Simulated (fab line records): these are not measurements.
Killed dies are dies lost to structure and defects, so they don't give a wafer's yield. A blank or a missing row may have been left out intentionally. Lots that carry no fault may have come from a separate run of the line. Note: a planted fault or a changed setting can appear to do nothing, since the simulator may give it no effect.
Check of tool commonality ; flow gf180mcu ; 14 lots and 42 wafers in the sample

## REASON FOR OPENING
Of 14 lots, 2 have the reading HV_LDD_2_TW flagged at GF_HV_LDD_TW_MEAS_23. No-fault wafers: 1054, standard deviation 4.7.
Rule: a lot gets a flag if all its wafers with a number sit over 4 standard deviations from that mean, or if no wafer of it has a number. All remaining lots are regarded as sound.

lot;measured;on;HV_LDD_2_TW, wafer by wafer;flag
L178;day 11 00:19;film metro-01;1046 1051 1055;
L180;day 11 17:31;film metro-01;1060 1056 1060;
L182;day 12 14:16;film metro-04;1053 1059 1062;
L183;day 13 03:17;film metro-04;1054 1052 1054;
L184;day 13 09:53;film metro-01;1060 1062 1059;
L187;day 14 07:19;film metro-02;1059 1056 1052;
L189;day 14 17:02;film metro-04;1046 1048 1041;
L195;day 16 09:10;film metro-04;1059 1052 1055;
L196;day 16 23:53;film metro-01;1235 1235 1230;FLAGGED
L197;day 17 06:56;film metro-01;1239 1243 1237;FLAGGED
L198;day 17 09:37;film metro-04;1052 1047 1053;
L199;day 17 15:59;film metro-04;1053 1053 1052;
L201;day 18 09:23;film metro-01;1055 1055 1053;
L200;day 18 10:32;film metro-02;1056 1051 1059;
On average the flagged lots' numbers are 1236, which is +182 against the usual, or +39 standard deviations.

## EACH LOT AND THE TOOL IT RAN ON
The record keeps 1 process step preceding the reading, out of 602 steps on the route. Each cell gives the tool, then ch followed by the chambers the sampled wafers passed through, then the start.
lot;flag;GF_HV_LDD_IMPLANT_21
L178;;implanter-02 ch 0, day 11 00:04
L180;;implanter-03 ch 0, day 11 17:17
L182;;implanter-02 ch 0, day 12 14:01
L183;;implanter-02 ch 0, day 13 03:04
L184;;implanter-03 ch 0, day 13 09:38
L187;;implanter-04 ch 0, day 14 07:04
L189;;implanter-04 ch 0, day 14 16:49
L195;;implanter-02 ch 0, day 16 08:55
L196;FLAGGED;implanter-04 ch 0, day 16 23:41
L197;FLAGGED;implanter-04 ch 0, day 17 06:43
L198;;implanter-03 ch 0, day 17 09:23
L199;;implanter-02 ch 0, day 17 15:46
L201;;implanter-02 ch 0, day 18 09:10
L200;;implanter-02 ch 0, day 18 10:17
What the steps here do:
- GF_HV_LDD_IMPLANT_21
- GF_HV_LDD_TW_MEAS_23

## FLAGGED OVER TOTAL, TOOL BY TOOL (the gauges that took the reading come last)
step;tool;lots run;flagged;share of the flagged lots;sound lots run after its first flagged lot
GF_HV_LDD_IMPLANT_21;implanter-02;7;0;none;-
GF_HV_LDD_IMPLANT_21;implanter-03;3;0;none;-
GF_HV_LDD_IMPLANT_21;implanter-04;4;2;all;0
GF_HV_LDD_TW_MEAS_23;film metro-01;6;2;all;1 (L201)
GF_HV_LDD_TW_MEAS_23;film metro-02;2;0;none;-
GF_HV_LDD_TW_MEAS_23;film metro-04;6;0;none;-

## WHAT IS ALLOWED BY THE TABLE
implanter-04 at GF_HV_LDD_IMPLANT_21 and film metro-01 at GF_HV_LDD_TW_MEAS_23 are the 2 rows of the table that ran each flagged lot.
- implanter-04 at GF_HV_LDD_IMPLANT_21: 2 of its 4 lots flagged. It ran its last sound lot, L189, at day 14 16:49 and its first flagged lot, L196, at day 16 23:41: a fault with its onset between the two fits. Its own readings (dose ions cm2, faraday current uA) fall more than 4 standard deviations out on all wafers of the flagged lots.
- film metro-01 at GF_HV_LDD_TW_MEAS_23: 2 of its 6 lots flagged. After the first flagged lot (L201), sound lots still ran on it; a lasting fault on the whole tool would not permit that.
What remains is a single tool, implanter-04 at GF_HV_LDD_IMPLANT_21.

## WHAT THE SIMULATOR HAD INSERTED
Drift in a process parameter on implanter-04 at GF_HV_LDD_IMPLANT_21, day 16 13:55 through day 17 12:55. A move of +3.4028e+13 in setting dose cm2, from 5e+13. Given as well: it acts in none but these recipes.
Shown lots that were struck: L196, L197. The rule above reached the same finding.
